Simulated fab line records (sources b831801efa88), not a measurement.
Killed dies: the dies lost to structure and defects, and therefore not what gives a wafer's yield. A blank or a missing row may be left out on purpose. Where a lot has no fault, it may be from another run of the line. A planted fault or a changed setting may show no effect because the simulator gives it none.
A lot that was struck, set against a sound lot + flow sky130 + 15 steps out of a route of 708
Sound: the wafers L831.1, L831.2, L831.6. Wafers L838.3, L838.4, L838.6 were the ones struck. The cause comes at the end.
Each step with rows lists, per side, the tool, then ch with its chambers, then its first start. Under that, the readings that differ: sound wafers + struck wafers + difference of the means + sigmas: that difference in standard deviations of wafers without a fault.
alike: readings whose means differ by less than 2 such deviations, and words and numbers that are the same on both sides. not compared: withheld readings, readings that some wafer has no value for, bounds like >300 that may hide the same value, and numbers for which the record gives no deviation and whose values overlap.
Wherever a step has rows on one side only, a row that says differs or no value, or a row with sigmas, the two part there. Numbers that don't overlap but have no deviation are shown without sigmas and don't part them. A reading missing from all wafers of one side parts the sides only when that side holds two or more wafers.

first, 8 steps without rows for these wafers: SKY_VIA2_DEHYDRATE_04 (time 60 s); SKY_VIA2_HMDS_05 (prime time 60 s); SKY_VIA2_COAT_06 (resist thk 60 nm); SKY_VIA2_COAT_07 (resist thk 450 nm); SKY_VIA2_SOFTBAKE_08 (time 90 s); SKY_VIA2_EXPOSE_09 (exposes mask VIM2, target cd 200 nm); SKY_VIA2_PEB_10; SKY_VIA2_DEVELOP_11 (develop time 60 s).
SKY_VIA2_CD_MEAS_12: the cd target is 200 nm.
  struck on cd sem-02, day 38 10:17; sound on cd sem-02, day 36 20:38
  alike: cd nm
SKY_VIA2_OVL_MEAS_13:
  struck on overlay-02, day 38 10:22; sound on overlay-02, day 36 20:46
  alike: VIA2_OVL
SKY_VIA2_ETCH_14: etches BARC in N2/H2, stops on SiO2, time 45.9 s, target depth 60 nm.
  sound on rie diel-04 ch 1,3, day 36 20:48; struck on rie diel-01 ch 0,2, day 38 10:23
  alike: drypump motor current A, oes product au, throttle valve pct
  not compared: rf hours counter h
SKY_VIA2_ETCH_15: etches SiO2 in C4F8/O2/Ar, stops on TiN, target depth 546 nm, time 84 s.
  sound on rie diel-04 ch 1,3, day 36 20:50; struck on rie diel-01 ch 0,2, day 38 10:26
  alike: oes product au
  not compared: rf hours counter h
SKY_VIA2_STRIP_16: strips in O2/N2.
  sound on plasma asher-02 ch 0,1, day 36 20:54; struck on plasma asher-01 ch 0,1, day 38 10:32
  no value came back on the struck wafers for any of 5 readings (chamber pressure mTorr (mTorr), drypump motor current A (A) and others); on the sound wafers chamber pressure mTorr (mTorr) reads 1500.6 1501.6 1500.4
| reading                                     | sound | struck            | difference | sigmas |
|---------------------------------------------|-------|-------------------|------------|--------|
| model.KrF-thick_of_VIA2_COAT_07.thk nm (nm) | 0 0 0 | 279.4 282.5 280.6 | +280.8     |        |
  not compared: rf hours counter h
then, 1 step without rows for these wafers: SKY_VIA2_STRIP_17 (strips in post etch residue remover, time 1200 s).
-- the record jumps here: 9 days lie between the struck wafers' starts before and after (it left off in module VIA2 and takes up again in module PAD_OPEN, whose first step shown is number 708 of the route) --
SKY_PAD_OPEN_PROBE_99:
  only the struck wafers here have rows in the record (prober-01, day 47 10:40); the sound ones have none

## WHERE THEY PART
Last at SKY_PAD_OPEN_PROBE_99 as far as this record goes, first at SKY_VIA2_STRIP_16.

WHY: what the simulator had put in
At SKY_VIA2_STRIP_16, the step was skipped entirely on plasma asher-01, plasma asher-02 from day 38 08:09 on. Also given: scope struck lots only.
